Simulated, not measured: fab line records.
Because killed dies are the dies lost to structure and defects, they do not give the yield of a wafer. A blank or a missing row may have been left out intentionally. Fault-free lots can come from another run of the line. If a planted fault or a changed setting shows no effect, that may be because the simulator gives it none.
Split-lot study || flow sfq_line || route with 325 steps; 5 lots, 23 wafers read

ABOUT THE SPLIT
At SFQ_TRILAYER_M1_ETCH_METAL_ETCH_042 (etches Nb in Cl2/Ar, stops on SiO2, target depth 240 nm, time 120 s), the setting time_s was moved away from the recipe's 120 s on 6 of the 23 wafers read, by -12.2% to -4.6%. For the rest of the wafers, this setting stayed at what the recipe calls for.

The reading comes from the split's own step.

THE READING
oes_product_au, in a.u., at SFQ_TRILAYER_M1_ETCH_METAL_ETCH_042 (etches Nb in Cl2/Ar, stops on SiO2, target depth 240 nm, time 120 s). A value of 0.905 a.u. with a standard deviation of 0.0067 a.u. is what fault-free wafers of this fab line usually give.

{"wafer": "L078.1", "tool, chamber at the split": "rie_metal-01, 0", "time_s as run, s": 120, "against the recipe": "recipe", "oes_product_au, a.u.": 0.907, "against lot-mates on the recipe": "-"}
{"wafer": "L078.2", "tool, chamber at the split": "rie_metal-01, 0", "time_s as run, s": 105.4, "against the recipe": "-12.2%", "oes_product_au, a.u.": 0.973, "against lot-mates on the recipe": "+0.066"}
{"wafer": "L078.3", "tool, chamber at the split": "rie_metal-01, 0", "time_s as run, s": 105.4, "against the recipe": "-12.2%", "oes_product_au, a.u.": 0.968, "against lot-mates on the recipe": "+0.061"}
{"wafer": "L078.4", "tool, chamber at the split": "rie_metal-01, 0", "time_s as run, s": 105.4, "against the recipe": "-12.2%", "oes_product_au, a.u.": 0.984, "against lot-mates on the recipe": "+0.077"}
{"wafer": "L078.5", "tool, chamber at the split": "rie_metal-01, 0", "time_s as run, s": 120, "against the recipe": "recipe", "oes_product_au, a.u.": 0.906, "against lot-mates on the recipe": "-"}
{"wafer": "L079.1", "tool, chamber at the split": "rie_metal-04, 1", "time_s as run, s": 120, "against the recipe": "recipe", "oes_product_au, a.u.": 0.896, "against lot-mates on the recipe": "-"}
{"wafer": "L079.4", "tool, chamber at the split": "rie_metal-04, 0", "time_s as run, s": 120, "against the recipe": "recipe", "oes_product_au, a.u.": 0.903, "against lot-mates on the recipe": "-"}
{"wafer": "L079.5", "tool, chamber at the split": "rie_metal-04, 0", "time_s as run, s": 120, "against the recipe": "recipe", "oes_product_au, a.u.": 0.905, "against lot-mates on the recipe": "-"}
{"wafer": "L080.1", "tool, chamber at the split": "rie_metal-04, 1", "time_s as run, s": 120, "against the recipe": "recipe", "oes_product_au, a.u.": 0.899, "against lot-mates on the recipe": "-"}
{"wafer": "L080.2", "tool, chamber at the split": "rie_metal-04, 0", "time_s as run, s": 120, "against the recipe": "recipe", "oes_product_au, a.u.": 0.910, "against lot-mates on the recipe": "-"}
{"wafer": "L080.3", "tool, chamber at the split": "rie_metal-04, 0", "time_s as run, s": 114.5, "against the recipe": "-4.6%", "oes_product_au, a.u.": 0.943, "against lot-mates on the recipe": "+0.038"}
{"wafer": "L080.5", "tool, chamber at the split": "rie_metal-04, 1", "time_s as run, s": 114.5, "against the recipe": "-4.6%", "oes_product_au, a.u.": 0.930, "against lot-mates on the recipe": "+0.025"}
{"wafer": "L080.6", "tool, chamber at the split": "rie_metal-04, 0", "time_s as run, s": 114.5, "against the recipe": "-4.6%", "oes_product_au, a.u.": 0.932, "against lot-mates on the recipe": "+0.027"}
{"wafer": "L084.1", "tool, chamber at the split": "rie_metal-01, 0", "time_s as run, s": 120, "against the recipe": "recipe", "oes_product_au, a.u.": 0.905, "against lot-mates on the recipe": "-"}
{"wafer": "L084.2", "tool, chamber at the split": "rie_metal-01, 1", "time_s as run, s": 120, "against the recipe": "recipe", "oes_product_au, a.u.": 0.900, "against lot-mates on the recipe": "-"}
{"wafer": "L084.3", "tool, chamber at the split": "rie_metal-01, 0", "time_s as run, s": 120, "against the recipe": "recipe", "oes_product_au, a.u.": 0.906, "against lot-mates on the recipe": "-"}
{"wafer": "L084.4", "tool, chamber at the split": "rie_metal-01, 1", "time_s as run, s": 120, "against the recipe": "recipe", "oes_product_au, a.u.": 0.905, "against lot-mates on the recipe": "-"}
{"wafer": "L084.5", "tool, chamber at the split": "rie_metal-01, 1", "time_s as run, s": 120, "against the recipe": "recipe", "oes_product_au, a.u.": 0.903, "against lot-mates on the recipe": "-"}
{"wafer": "L085.1", "tool, chamber at the split": "rie_metal-04, 0", "time_s as run, s": 120, "against the recipe": "recipe", "oes_product_au, a.u.": 0.898, "against lot-mates on the recipe": "-"}
{"wafer": "L085.2", "tool, chamber at the split": "rie_metal-04, 1", "time_s as run, s": 120, "against the recipe": "recipe", "oes_product_au, a.u.": 0.900, "against lot-mates on the recipe": "-"}
{"wafer": "L085.3", "tool, chamber at the split": "rie_metal-04, 1", "time_s as run, s": 120, "against the recipe": "recipe", "oes_product_au, a.u.": 0.894, "against lot-mates on the recipe": "-"}
{"wafer": "L085.4", "tool, chamber at the split": "rie_metal-04, 0", "time_s as run, s": 120, "against the recipe": "recipe", "oes_product_au, a.u.": 0.906, "against lot-mates on the recipe": "-"}
{"wafer": "L085.5", "tool, chamber at the split": "rie_metal-04, 0", "time_s as run, s": 120, "against the recipe": "recipe", "oes_product_au, a.u.": 0.890, "against lot-mates on the recipe": "-"}

FIT RESULTS
A straight line over all 23 wafers: oes_product_au changes by -0.00611 a.u. for each +1% of time_s; r = -0.98; the points scatter about the line by 0.006 a.u.
The same after taking each lot's own level away (the mean of its wafers on the recipe; 23 wafers): -0.00572 a.u. for each +1%; r = -0.98; scatter 0.0052 a.u.
According to that fit, moving time_s by its largest amount changes the reading by 0.07 a.u.
From 0.8976 to 0.9065 a.u.: that is the span of the lots' own levels, equal to 1.3 times the standard deviation above.
Hence the lot-to-lot level has little effect on the slope; both slopes agree.
Check: +0.0714 a.u. against its lot-mates is what the line predicts for one of the wafers moved furthest among these (-12.2%) when that wafer is left out of the fit. It came out at +0.0665 a.u. against them.
Tool readings at the split's step, against how far the setting was moved: oes_product_au r = -0.98.

THE OTHER SPLITS THESE WAFERS WENT THROUGH
Before the reading, these wafers also passed through other splits. Each is held against what the fit with the lots' levels taken away leaves over:
{"other split on the same wafers": "SFQ_TRILAYER_L0_DEP_SPUTTER_003 time_s", "wafers away from the commonest value": 7, "r with oes_product_au (lot level and that fit taken away)": -0.19}
{"other split on the same wafers": "SFQ_TRILAYER_L0_ETCH_METAL_ETCH_008 bias_w", "wafers away from the commonest value": 9, "r with oes_product_au (lot level and that fit taken away)": -0.09}
{"other split on the same wafers": "SFQ_TRILAYER_L0_CAP_PECVD_011 time_s", "wafers away from the commonest value": 10, "r with oes_product_au (lot level and that fit taken away)": "+0.13"}
{"other split on the same wafers": "SFQ_TRILAYER_L0_VIA_LITHO_PEB_016 peb_temp_c", "wafers away from the commonest value": 7, "r with oes_product_au (lot level and that fit taken away)": "+0.31"}
{"other split on the same wafers": "SFQ_TRILAYER_M0_LITHO_PEB_024 peb_temp_c", "wafers away from the commonest value": 8, "r with oes_product_au (lot level and that fit taken away)": -0.25}
{"other split on the same wafers": "SFQ_TRILAYER_M0_ETCH_METAL_ETCH_024 bias_w", "wafers away from the commonest value": 8, "r with oes_product_au (lot level and that fit taken away)": -0.04}
{"other split on the same wafers": "SFQ_TRILAYER_I0_VIA_LITHO_COAT_036 resist_thk_nm", "wafers away from the commonest value": 8, "r with oes_product_au (lot level and that fit taken away)": "+0.04"}
{"other split on the same wafers": "SFQ_TRILAYER_I0_VIA_BARC_OPEN_VIA_ETCH_046 source_w", "wafers away from the commonest value": 11, "r with oes_product_au (lot level and that fit taken away)": -0.05}
{"other split on the same wafers": "SFQ_TRILAYER_M1_LITHO_PEB_042 peb_temp_c", "wafers away from the commonest value": 7, "r with oes_product_au (lot level and that fit taken away)": "+0.27"}

THE WHOLE CHAIN: every reading that the file lists as answering this split, in the file's order
{"step": "SFQ_TRILAYER_M1_ETCH_METAL_ETCH_042", "what it does": "etches Nb in Cl2/Ar, stops on SiO2, target depth 240 nm, time 120 s", "reading": "oes_product_au", "change (the file's fit)": "-0.00575 a.u. for each +1% of the setting", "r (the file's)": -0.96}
{"step": "SFQ_TRILAYER_M1_ETCH_METAL_ETCH_042", "what it does": "etches Nb in Cl2/Ar, stops on SiO2, target depth 240 nm, time 120 s", "reading": "KrF_of_TRILAYER_M1_LITHO_COAT_039.thk_nm (the simulator's own value, which no gauge read)", "change (the file's fit)": "-1.29 nm for each +1% of the setting", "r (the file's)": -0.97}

THE FILE'S OWN FIT
oes_product_au changes by -0.00575 a.u. for each +1% of time_s, r = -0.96.
